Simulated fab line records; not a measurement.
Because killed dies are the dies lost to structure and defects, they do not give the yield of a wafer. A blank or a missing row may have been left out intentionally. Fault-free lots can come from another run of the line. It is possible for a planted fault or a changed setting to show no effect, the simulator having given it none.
Problem report in the 8D (eight disciplines) form, filled by code || flow gf180mcu || the parts of the form that need people (team, actions taken, sign-off) are left out

== 1. THE ISSUE ==
At GF_M2_SPUTTER_00, cathode dc power W averages 4148.4 W over 6 wafers from 2 lots, while fault-free wafers read 4000.0 W, standard deviation 0.71. That is +99 or more standard deviations from the usual mean.
The step: material Ti, target thk 37.5 nm, time 150 s.
Seen first at day 25 09:47 on pvd sputter-04, wafer L809.3. Wafers with a number at this step in the record: 12, from 4 lots. By rule, "out" or "out of limits" means more than 4 standard deviations away from the usual mean. All remaining wafers that have a number are taken as sound.

== 2. WHAT IT IS; WHAT IT IS NOT ==
{"question": "which readings at this step", "is": "cathode dc power W", "is not": "throttle valve pct"}
{"question": "which lots", "is": "L809, L810", "is not": "L792, L793"}
{"question": "which wafers of those lots", "is": "all that have a number", "is not": "-"}
{"question": "read on which tools", "is": "pvd sputter-04", "is not": "pvd sputter-01"}
{"question": "when", "is": "from day 25 09:47", "is not": "up to then (6 sound wafers)"}

== 3. SUSPECTS, AND WHAT RULES EACH OUT ==
Counting: any tool at a process step up to the reading is kept as a suspect provided that every lot that is out went through it and no sound lot did after the first of them.
- pvd sputter-04 at GF_M2_SPUTTER_00 (material Ti, target thk 37.5 nm, time 150 s): kept. It processed each lot that is out, first L809 at day 25 09:47, and no sound lot thereafter; up to then, the last sound lot it processed was L793 at day 18 23:08. On those wafers its own readings are out: cathode dc power W.
After counting, what remains is pvd sputter-04 at GF_M2_SPUTTER_00.

== 4. THE CAUSE (what the simulator had put in) ==
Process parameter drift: pvd sputter-04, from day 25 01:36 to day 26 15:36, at GF_M2_SPUTTER_00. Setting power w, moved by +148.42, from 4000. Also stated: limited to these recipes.
Counting left only this tool.

== 5. THE EFFECT CHAIN, in route order ==
Each row: a reading where the mean over the struck wafers with a number is more than 3 standard deviations away from the usual. Scope: only readings with a usual standard deviation given in the record; hours: median across lots of the time from each lot's start at the first step in this table that gives one to its start at this step; sigmas: change in usual standard deviations.
{"hours": 0, "step": "GF_M2_SPUTTER_00", "reading": "cathode dc power W", "usual": "4000.0 W", "on struck wafers": 4148.4, "change": "+148.4", "sigmas": "+99 or more"}
Process steps it contains:
- GF_M2_SPUTTER_00: material Ti, target thk 37.5 nm, time 150 s.

== 6. WHAT WOULD HAVE CAUGHT IT SOONER ==
In this record the first reading out of limits was taken at day 25 09:47, 8 hours after the fault began at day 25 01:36.
